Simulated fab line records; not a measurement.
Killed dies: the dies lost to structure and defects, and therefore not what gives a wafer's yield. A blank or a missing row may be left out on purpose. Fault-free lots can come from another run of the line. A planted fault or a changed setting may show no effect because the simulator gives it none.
Lot-split experiment	flow gf180mcu	on a route of 602 steps: 5 lots, 23 wafers read

## THE SPLIT ITSELF
At GF_DUAL_GATE_OXIDATION_02 (stabilise 600 s, purge 300 s, target thk 10.887 nm), the setting ox time s was moved away from the recipe's 1602 s on 15 of the 23 wafers read, by -11.0% to +11.9%. For the rest of the wafers, this setting stayed at what the recipe calls for.

There is no step in the file separating the split from the reading.

## THE READING
DUAL_GATE_OXIDATION_00_THK, in nm, at GF_DUAL_GATE_THK_MEAS_03. On this fab line, fault-free wafers typically give 10.96 nm with a standard deviation of 0.26 nm.

wafer	tool, chamber at the split	ox time s as run, s	against the recipe	DUAL_GATE_OXIDATION_00_THK, nm	against lot-mates on the recipe
L076.2	-, -	1793	+11.9%	11.97	no lot-mate on the recipe
L076.3	-, -	1793	+11.9%	12.07	no lot-mate on the recipe
L076.4	-, -	1793	+11.9%	12.08	no lot-mate on the recipe
L076.5	-, -	1793	+11.9%	12.02	no lot-mate on the recipe
L076.6	-, -	1793	+11.9%	12.00	no lot-mate on the recipe
L077.1	furnace-02, 0	1602	recipe	10.73	-
L077.2	furnace-02, 0	1602	recipe	10.67	-
L077.6	furnace-02, 0	1602	recipe	10.80	-
L080.1	-, -	1602	recipe	11.29	-
L080.2	-, -	1602	recipe	11.21	-
L080.3	-, -	1602	recipe	11.17	-
L080.5	-, -	1602	recipe	11.32	-
L080.6	-, -	1602	recipe	11.24	-
L082.1	-, -	1426	-11.0%	10.08	no lot-mate on the recipe
L082.2	-, -	1426	-11.0%	9.99	no lot-mate on the recipe
L082.3	-, -	1426	-11.0%	9.87	no lot-mate on the recipe
L082.5	-, -	1426	-11.0%	9.89	no lot-mate on the recipe
L082.6	-, -	1426	-11.0%	9.99	no lot-mate on the recipe
L084.1	-, -	1431	-10.7%	9.47	no lot-mate on the recipe
L084.2	-, -	1431	-10.7%	9.56	no lot-mate on the recipe
L084.3	-, -	1431	-10.7%	9.43	no lot-mate on the recipe
L084.5	-, -	1431	-10.7%	9.24	no lot-mate on the recipe
L084.6	-, -	1431	-10.7%	9.70	no lot-mate on the recipe

THE FIT
A straight line over all 23 wafers: DUAL_GATE_OXIDATION_00_THK changes by +0.103 nm for each +1% of ox time s; r = +0.96; the points scatter about the line by 0.28 nm.
Too few moved wafers with a lot-mate on the recipe to fit a line net of each lot's own level.

## THE WHOLE CHAIN: every reading that the file lists as answering this split, in the file's order
step	what it does	reading	change (the file's fit)	r (the file's)
GF_DUAL_GATE_OXIDATION_02	stabilise 600 s, purge 300 s, target thk 10.887 nm	SiO2_of_DUAL_GATE_OXIDATION_02.thk nm (the simulator's own value, which no gauge read)	+0.103 nm for each +1% of the setting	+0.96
GF_DUAL_GATE_THK_MEAS_03		DUAL_GATE_OXIDATION_00_THK	+0.103 for each +1% of the setting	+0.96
GF_DUAL_GATE_OXIDATION_15	stabilise 600 s, purge 300 s, target thk 7.098 nm	SiO2_of_DUAL_GATE_OXIDATION_02.thk nm (the simulator's own value, which no gauge read)	+0.0889 nm for each +1% of the setting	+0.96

## FILE'S OWN FIT
DUAL_GATE_OXIDATION_00_THK changes by +0.103 nm for each +1% of ox time s, r = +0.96.
